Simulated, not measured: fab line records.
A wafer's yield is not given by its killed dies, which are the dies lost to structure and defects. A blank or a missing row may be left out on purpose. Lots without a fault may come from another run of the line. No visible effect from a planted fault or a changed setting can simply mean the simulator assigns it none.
Which tool did it?	flow gf180mcu	11 lots with 33 wafers sampled at 2 steps, on a route of 602 steps

## WHAT EACH GAUGE READ, for each wafer
GF_STI_THK_MEAS_04.
lot	measured	on	STI_CVD_03_THK (nm)
L122	day 1 22:44	filmMetro-02	205.8 204.7 205.8
L123	day 2 04:05	filmMetro-01	211.6 211.4 211.4
L125	day 2 09:47	filmMetro-02	206.4 205.7 205.7
L129	day 3 05:35	filmMetro-03	115.0 115.3 114.4 115.0 115.4 114.3
L130	day 3 11:42	filmMetro-02	116.3 114.8 117.5 116.3 114.7 117.4
L135	day 4 12:18	filmMetro-01	208.3 209.1 207.8
L137	day 4 22:16	filmMetro-03	208.7 207.7 208.1
L138	day 5 03:34	filmMetro-03	206.4 205.7 205.3
L139	day 5 08:35	filmMetro-02	208.0 207.9 206.9
L142	day 5 22:35	filmMetro-02	207.6 209.5 208.6
L144	day 6 09:28	filmMetro-03	210.2 210.3 211.7

## EACH LOT AND THE TOOL THAT RAN IT (in order: tool; ch and the chambers of the sampled wafers; start)
lot	GF_STI_CVD_03
L122	lpcvd-01 ch 0, day 1 20:44
L123	lpcvd-02 ch 0, day 2 02:06
L125	lpcvd-02 ch 0, day 2 07:48
L129	lpcvd-02 ch 0, day 3 03:34
L130	lpcvd-02 ch 0, day 3 09:43
L135	lpcvd-01 ch 1, day 4 10:19
L137	lpcvd-01 ch 0, day 4 20:17
L138	lpcvd-01 ch 0, day 5 00:34
L139	lpcvd-01 ch 1, day 5 05:34
L142	lpcvd-01 ch 0, day 5 20:34
L144	lpcvd-02 ch 0, day 6 07:29
- GF_STI_CVD_03: deposits Si3N4 from DCS/NH3, target thk 207.16 nm, time 3551 s.

## THE ANSWER, worked out from the rows above alone
Rule: usual is defined by the lots themselves. The widest of any qualifying gaps counts: lots, ordered by their means at a reading, are off when they make up no more than a third of the lots, leave a main group of 4 or more, and stand apart from it by 3 or more times the standard deviation of that group's means. A main group is skipped when, at the precision printed for the reading in the tables above, its means are all equal. Also off: a lot with no number at a reading for which 4 or more lots have one. Any other lot the step has rows for is counted as sound.
Off: at GF_STI_THK_MEAS_04 (STI_CVD_03_THK), L129, L130. Mean 208.0 nm and standard deviation 2 in the main group.
If a tool, at a process step before that reading, ran all the lots that are off and no sound lot after the first of them, it fits. Those tools and the gauges at GF_STI_THK_MEAS_04 are tried in the same way. None of those tried fits.

## WHAT THE SIMULATOR PUT IN
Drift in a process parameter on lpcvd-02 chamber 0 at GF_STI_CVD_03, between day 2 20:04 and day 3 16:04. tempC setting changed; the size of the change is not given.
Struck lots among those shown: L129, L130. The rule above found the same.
